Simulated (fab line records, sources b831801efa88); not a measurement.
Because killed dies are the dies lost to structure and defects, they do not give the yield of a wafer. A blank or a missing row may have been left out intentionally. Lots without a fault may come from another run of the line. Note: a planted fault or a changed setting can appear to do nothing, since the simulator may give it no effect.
Split-lot trial :: flow sky130 :: 5 lots, 23 wafers read, on a route of 708 steps

== THE SPLIT ITSELF ==
At SKY_METAL5_EXPOSE_11 (exposes mask MM5, target cd 1600 nm), the setting dose_mj was moved away from the recipe's 190 on 9 of the 23 wafers read, by +3.3% to +6.4%. This setting was run at the recipe's value on the other wafers.

== FROM THE SPLIT TO THE READING: what the file shows between them, 3 steps ==
- SKY_METAL5_PEB_12
- SKY_METAL5_DEVELOP_13: develop time 60 s
- SKY_METAL5_DESCUM_14: chemistry O2, time 11 s

== THE READING ==
METAL5.cd_nm (the simulator's own value, which no gauge read), in nm, at SKY_METAL5_METAL_ETCH_15 (etches the open film in Cl2/BCl3, stops on SiO2, target depth 1260 nm, time 252 s). No usual value for it is given in the file. The 14 wafers here that ran the recipe average 1596 nm, standard deviation 6.4 nm.

wafer: L077.2
tool, chamber at the split: iline_stepper-01, 0
dose_mj as run: 190
against the recipe: recipe
METAL5.cd_nm, nm: 1604
against lot-mates on the recipe: -

wafer: L077.3
tool, chamber at the split: iline_stepper-01, 0
dose_mj as run: 196.2
against the recipe: +3.3%
METAL5.cd_nm, nm: 1590
against lot-mates on the recipe: -13

wafer: L077.4
tool, chamber at the split: iline_stepper-01, 0
dose_mj as run: 196.2
against the recipe: +3.3%
METAL5.cd_nm, nm: 1592
against lot-mates on the recipe: -11

wafer: L077.5
tool, chamber at the split: iline_stepper-01, 0
dose_mj as run: 190
against the recipe: recipe
METAL5.cd_nm, nm: 1602
against lot-mates on the recipe: -

wafer: L077.6
tool, chamber at the split: iline_stepper-01, 0
dose_mj as run: 196.2
against the recipe: +3.3%
METAL5.cd_nm, nm: 1589
against lot-mates on the recipe: -14

wafer: L078.1
tool, chamber at the split: iline_stepper-01, 0
dose_mj as run: 190
against the recipe: recipe
METAL5.cd_nm, nm: 1607
against lot-mates on the recipe: -

wafer: L078.2
tool, chamber at the split: iline_stepper-01, 0
dose_mj as run: 190
against the recipe: recipe
METAL5.cd_nm, nm: 1605
against lot-mates on the recipe: -

wafer: L078.3
tool, chamber at the split: iline_stepper-01, 0
dose_mj as run: 202.2
against the recipe: +6.4%
METAL5.cd_nm, nm: 1591
against lot-mates on the recipe: -15

wafer: L078.4
tool, chamber at the split: iline_stepper-01, 0
dose_mj as run: 202.2
against the recipe: +6.4%
METAL5.cd_nm, nm: 1587
against lot-mates on the recipe: -19

wafer: L078.5
tool, chamber at the split: iline_stepper-01, 0
dose_mj as run: 202.2
against the recipe: +6.4%
METAL5.cd_nm, nm: 1589
against lot-mates on the recipe: -17

wafer: L080.1
tool, chamber at the split: iline_stepper-01, 0
dose_mj as run: 190
against the recipe: recipe
METAL5.cd_nm, nm: 1595
against lot-mates on the recipe: -

wafer: L080.2
tool, chamber at the split: iline_stepper-01, 0
dose_mj as run: 190
against the recipe: recipe
METAL5.cd_nm, nm: 1592
against lot-mates on the recipe: -

wafer: L080.4
tool, chamber at the split: iline_stepper-01, 0
dose_mj as run: 196.5
against the recipe: +3.4%
METAL5.cd_nm, nm: 1587
against lot-mates on the recipe: -6

wafer: L080.5
tool, chamber at the split: iline_stepper-01, 0
dose_mj as run: 196.5
against the recipe: +3.4%
METAL5.cd_nm, nm: 1580
against lot-mates on the recipe: -14

wafer: L080.6
tool, chamber at the split: iline_stepper-01, 0
dose_mj as run: 196.5
against the recipe: +3.4%
METAL5.cd_nm, nm: 1581
against lot-mates on the recipe: -12

wafer: L081.1
tool, chamber at the split: iline_stepper-02, 0
dose_mj as run: 190
against the recipe: recipe
METAL5.cd_nm, nm: 1592
against lot-mates on the recipe: -

wafer: L081.2
tool, chamber at the split: iline_stepper-02, 0
dose_mj as run: 190
against the recipe: recipe
METAL5.cd_nm, nm: 1597
against lot-mates on the recipe: -

wafer: L081.6
tool, chamber at the split: iline_stepper-02, 0
dose_mj as run: 190
against the recipe: recipe
METAL5.cd_nm, nm: 1597
against lot-mates on the recipe: -

wafer: L081.3
tool, chamber at the split: iline_stepper-02, 0
dose_mj as run: 190
against the recipe: recipe
METAL5.cd_nm, nm: 1596
against lot-mates on the recipe: -

wafer: L081.5
tool, chamber at the split: iline_stepper-02, 0
dose_mj as run: 190
against the recipe: recipe
METAL5.cd_nm, nm: 1596
against lot-mates on the recipe: -

wafer: L082.1
tool, chamber at the split: iline_stepper-02, 0
dose_mj as run: 190
against the recipe: recipe
METAL5.cd_nm, nm: 1593
against lot-mates on the recipe: -

wafer: L082.4
tool, chamber at the split: iline_stepper-02, 0
dose_mj as run: 190
against the recipe: recipe
METAL5.cd_nm, nm: 1593
against lot-mates on the recipe: -

wafer: L082.5
tool, chamber at the split: iline_stepper-02, 0
dose_mj as run: 190
against the recipe: recipe
METAL5.cd_nm, nm: 1581
against lot-mates on the recipe: -

THE FIT
A straight line over all 23 wafers: METAL5.cd_nm changes by -1.65 nm for each +1% of dose_mj; r = -0.54; the points scatter about the line by 6.3 nm.
The same after taking each lot's own level away (the mean of its wafers on the recipe; 23 wafers): -2.87 nm for each +1%; r = -0.91; scatter 3.1 nm.
Per that fit: largest dose_mj move, reading shift of 18 nm.
Across the lots, their own levels run from 1589.0 to 1606.0 nm, a range of 2.6 times the standard deviation given above.
So the lot-to-lot level blurs the effect unless lot-mates are compared.
Check: for one of the wafers moved furthest among these (+6.4%), held out of the fit, the line's prediction against its lot-mates is -19.9 nm. It came out at -15 nm against them.

== OTHER SPLITS APPLIED TO THESE WAFERS ==
These wafers also went through other splits before the reading. Each is held against what the fit with the lots' levels taken away leaves over:
other split on the same wafers: SKY_CAP2M_METAL_ETCH_13 icp_w
wafers away from the commonest value: 10
r with METAL5.cd_nm (lot level and that fit taken away): +0.02

other split on the same wafers: SKY_VIA4_CMP_02 leave_above_ref_nm
wafers away from the commonest value: 10
r with METAL5.cd_nm (lot level and that fit taken away): -0.13

other split on the same wafers: SKY_VIA4_SOFTBAKE_07 time_s
wafers away from the commonest value: 9
r with METAL5.cd_nm (lot level and that fit taken away): -0.07

other split on the same wafers: SKY_VIA4_SPUTTER_17 power_w
wafers away from the commonest value: 9
r with METAL5.cd_nm (lot level and that fit taken away): -0.02

other split on the same wafers: SKY_METAL5_SPUTTER_04 time_s
wafers away from the commonest value: 12
r with METAL5.cd_nm (lot level and that fit taken away): +0.10

== THE WHOLE CHAIN: every reading that the file lists as answering this split, in the file's order ==
step: SKY_METAL5_DESCUM_14
what it does: chemistry O2, time 11 s
reading: METAL5.cd_nm (the simulator's own value, which no gauge read)
change (the file's fit): -2.51 nm for each +1% of the setting
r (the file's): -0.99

step: SKY_METAL5_METAL_ETCH_15
what it does: etches the open film in Cl2/BCl3, stops on SiO2, target depth 1260 nm, time 252 s
reading: METAL5.cd_nm (the simulator's own value, which no gauge read)
change (the file's fit): -2.95 nm for each +1% of the setting
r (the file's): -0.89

== THE FILE'S OWN FIT ==
METAL5.cd_nm changes by -2.95 nm for each +1% of dose_mj, r = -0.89.
